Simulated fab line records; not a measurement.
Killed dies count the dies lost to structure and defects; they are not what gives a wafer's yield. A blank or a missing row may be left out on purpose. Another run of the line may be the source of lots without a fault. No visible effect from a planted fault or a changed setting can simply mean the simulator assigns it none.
The tool behind it: which one? :: flow sky130 :: 12 lots with 36 wafers sampled at 3 steps, on a route of 708 steps

WHAT EACH GAUGE READ, for each wafer
SKY_SD_N_TW_MEAS_12. Usual: SD_N_TW gives 3976 (standard deviation 32).
lot: L283
measured: day 28 11:05
on: film_metro-03
SD_N_TW: 3953 3936 3928
flag: 

lot: L286
measured: day 29 12:02
on: film_metro-01
SD_N_TW: 3984 3979 3985
flag: 

lot: L287
measured: day 29 15:35
on: film_metro-01
SD_N_TW: 4029 4003 4012
flag: 

lot: L289
measured: day 30 02:55
on: film_metro-03
SD_N_TW: 3941 3932 3926
flag: 

lot: L291
measured: day 31 00:07
on: film_metro-01
SD_N_TW: 3963 3960 3959
flag: 

lot: L293
measured: day 31 14:40
on: film_metro-03
SD_N_TW: 3946 3957 3947
flag: 

lot: L298
measured: day 33 20:04
on: film_metro-01
SD_N_TW: 4008 4028 4044
flag: 

lot: L300
measured: day 34 01:34
on: film_metro-01
SD_N_TW: 3986 3980 3974
flag: 

lot: L299
measured: day 34 19:05
on: film_metro-03
SD_N_TW: 3941 3960 3958
flag: 

lot: L301
measured: day 34 19:49
on: film_metro-01
SD_N_TW: 3992 3996 3966
flag: 

lot: L304
measured: day 35 01:49
on: film_metro-03
SD_N_TW: 3967 3959 3964
flag: 

lot: L303
measured: day 35 02:07
on: film_metro-03
SD_N_TW: 3956 3922 3971
flag: 

WHICH TOOL RAN EACH LOT (tool, then ch and the chambers of the sampled wafers, then the start)
lot: L283
SKY_DNWELL_STRIP_08: plasma_asher-03 ch 0,1, day 3 11:53
SKY_VT_ADJUST_LVTN_IMPLANT_08: implanter-03 ch 0, day 7 05:21

lot: L286
SKY_DNWELL_STRIP_08: plasma_asher-04 ch 0,1, day 4 03:05
SKY_VT_ADJUST_LVTN_IMPLANT_08: implanter-03 ch 0, day 8 00:01

lot: L287
SKY_DNWELL_STRIP_08: plasma_asher-02 ch 0,1, day 4 08:43
SKY_VT_ADJUST_LVTN_IMPLANT_08: implanter-03 ch 0, day 8 05:53

lot: L289
SKY_DNWELL_STRIP_08: plasma_asher-02 ch 0,1, day 4 18:02
SKY_VT_ADJUST_LVTN_IMPLANT_08: implanter-03 ch 0, day 8 17:42

lot: L291
SKY_DNWELL_STRIP_08: plasma_asher-02 ch 0,1, day 5 03:35
SKY_VT_ADJUST_LVTN_IMPLANT_08: implanter-04 ch 0, day 9 04:10

lot: L293
SKY_DNWELL_STRIP_08: plasma_asher-04 ch 0,1, day 5 15:26
SKY_VT_ADJUST_LVTN_IMPLANT_08: implanter-03 ch 0, day 9 18:32

lot: L298
SKY_DNWELL_STRIP_08: plasma_asher-04 ch 0,1, day 7 07:07
SKY_VT_ADJUST_LVTN_IMPLANT_08: implanter-04 ch 0, day 11 19:27

lot: L300
SKY_DNWELL_STRIP_08: plasma_asher-03 ch 0,1, day 7 11:49
SKY_VT_ADJUST_LVTN_IMPLANT_08: implanter-03 ch 0, day 12 00:52

lot: L299
SKY_DNWELL_STRIP_08: plasma_asher-04 ch 1, day 7 12:02
SKY_VT_ADJUST_LVTN_IMPLANT_08: implanter-03 ch 0, day 12 02:47

lot: L301
SKY_DNWELL_STRIP_08: plasma_asher-03 ch 0,1, day 7 14:41
SKY_VT_ADJUST_LVTN_IMPLANT_08: implanter-01 ch 0, day 12 06:19

lot: L304
SKY_DNWELL_STRIP_08: plasma_asher-02 ch 0,1, day 8 05:13
SKY_VT_ADJUST_LVTN_IMPLANT_08: implanter-04 ch 0, day 12 23:10

lot: L303
SKY_DNWELL_STRIP_08: plasma_asher-04 ch 0, day 8 05:40
SKY_VT_ADJUST_LVTN_IMPLANT_08: implanter-01 ch 0, day 13 00:12
- SKY_DNWELL_STRIP_08: strips in O2/N2.
- SKY_VT_ADJUST_LVTN_IMPLANT_08

WHAT THE TOOLS THEMSELVES READ (means of the sampled wafers that have a number; where no wafer has one, the mark that the record gives instead)
SKY_DNWELL_STRIP_08. Usual: chamber_pressure_mTorr 1500.0 mTorr, standard deviation 1.5; drypump_motor_current_A 5.8 A, standard deviation 0.38; oes_product_au 0.723 a.u., standard deviation 0.0044; strip_time_to_endpoint_s 36.94 s, standard deviation 0.095.
lot: L283
tool: plasma_asher-03
chamber_pressure_mTorr (mTorr): 1500.0
drypump_motor_current_A (A): 5.6
oes_product_au (a.u.): 0.724
strip_time_to_endpoint_s (s): 36.98
flag: 

lot: L286
tool: plasma_asher-04
chamber_pressure_mTorr (mTorr): 1500.5
drypump_motor_current_A (A): 5.6
oes_product_au (a.u.): 0.724
strip_time_to_endpoint_s (s): 37.03
flag: 

lot: L287
tool: plasma_asher-02
chamber_pressure_mTorr (mTorr): 1500.1
drypump_motor_current_A (A): 6.0
oes_product_au (a.u.): 0.723
strip_time_to_endpoint_s (s): 36.94
flag: 

lot: L289
tool: plasma_asher-02
chamber_pressure_mTorr (mTorr): 1499.6
drypump_motor_current_A (A): 5.8
oes_product_au (a.u.): 0.725
strip_time_to_endpoint_s (s): 36.97
flag: 

lot: L291
tool: plasma_asher-02
chamber_pressure_mTorr (mTorr): 1502.0
drypump_motor_current_A (A): 6.0
oes_product_au (a.u.): 0.724
strip_time_to_endpoint_s (s): 36.98
flag: 

lot: L293
tool: plasma_asher-04
chamber_pressure_mTorr (mTorr): 1499.9
drypump_motor_current_A (A): 5.6
oes_product_au (a.u.): 0.724
strip_time_to_endpoint_s (s): 36.97
flag: 

lot: L298
tool: plasma_asher-04
chamber_pressure_mTorr (mTorr): 1500.0
drypump_motor_current_A (A): 5.6
oes_product_au (a.u.): 0.715
strip_time_to_endpoint_s (s): 36.90
flag: 

lot: L300
tool: plasma_asher-03
chamber_pressure_mTorr (mTorr): 1501.6
drypump_motor_current_A (A): 5.7
oes_product_au (a.u.): 0.723
strip_time_to_endpoint_s (s): 37.05
flag: 

lot: L299
tool: plasma_asher-04
chamber_pressure_mTorr (mTorr): 1500.5
drypump_motor_current_A (A): 5.4
oes_product_au (a.u.): 0.725
strip_time_to_endpoint_s (s): 36.86
flag: 

lot: L301
tool: plasma_asher-03
chamber_pressure_mTorr (mTorr): 1500.0
drypump_motor_current_A (A): 5.6
oes_product_au (a.u.): 0.724
strip_time_to_endpoint_s (s): 36.89
flag: 

lot: L304
tool: plasma_asher-02
chamber_pressure_mTorr (mTorr): 1498.6
drypump_motor_current_A (A): 6.0
oes_product_au (a.u.): 0.721
strip_time_to_endpoint_s (s): 36.91
flag: 

lot: L303
tool: plasma_asher-04
chamber_pressure_mTorr (mTorr): 1499.5
drypump_motor_current_A (A): 6.0
oes_product_au (a.u.): 0.721
strip_time_to_endpoint_s (s): 36.79
flag: 

SKY_VT_ADJUST_LVTN_IMPLANT_08. Usual: dose_ions_cm2 at 1.5698e+12, with a standard deviation of 1.6e+09.
lot: L283
tool: implanter-03
dose_ions_cm2: 1.5701e+12
flag: 

lot: L286
tool: implanter-03
dose_ions_cm2: 1.5696e+12
flag: 

lot: L287
tool: implanter-03
dose_ions_cm2: 1.5688e+12
flag: 

lot: L289
tool: implanter-03
dose_ions_cm2: 1.5686e+12
flag: 

lot: L291
tool: implanter-04
dose_ions_cm2: 1.5709e+12
flag: 

lot: L293
tool: implanter-03
dose_ions_cm2: 1.5702e+12
flag: 

lot: L298
tool: implanter-04
dose_ions_cm2: 1.5673e+12
flag: 

lot: L300
tool: implanter-03
dose_ions_cm2: 1.5030e+12
flag: OFF

lot: L299
tool: implanter-03
dose_ions_cm2: 1.5038e+12
flag: OFF

lot: L301
tool: implanter-01
dose_ions_cm2: 1.5703e+12
flag: 

lot: L304
tool: implanter-04
dose_ions_cm2: 1.5698e+12
flag: 

lot: L303
tool: implanter-01
dose_ions_cm2: 1.5706e+12
flag: 

THE ANSWER, worked out from the rows above alone
Rule: a lot counts as off when the mean over its wafers that have a number is more than 3 standard deviations away from the usual mean. Also off: a lot with no number at a reading for which 4 or more lots have one. All remaining lots with rows at the step are treated as sound. Order of review: gauges by route order, followed by the tools' own readings, for which a lot's mean as printed above is used. The first step at which some lot is off is used, and at that step the reading that is off furthest; a lot without a number counts as furthest.
Off, at SKY_VT_ADJUST_LVTN_IMPLANT_08 on dose_ions_cm2: L300, L299.
A tool fits if, at that step or a process step before it, it ran every lot that is off, and no sound lot after the first of them. One fits: implanter-03 at SKY_VT_ADJUST_LVTN_IMPLANT_08. A fault onset in the window from L293 (day 9 18:32, its last sound lot) to L300 (day 12 00:52, its first lot off) fits.
The tool's own readings at SKY_VT_ADJUST_LVTN_IMPLANT_08 bear it out: on the lots that are off they differ by more than 5 times the standard deviation of the sound lots' means. dose_ions_cm2 reads 1.5034e+12 there against 1.5696e+12 on the sound lots.

WHAT THE SIMULATOR HAD PUT IN
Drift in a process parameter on implanter-03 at SKY_VT_ADJUST_LVTN_IMPLANT_08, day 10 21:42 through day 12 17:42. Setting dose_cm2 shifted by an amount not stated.
Shown lots that were struck: L300, L299. The rule above reached the same finding.
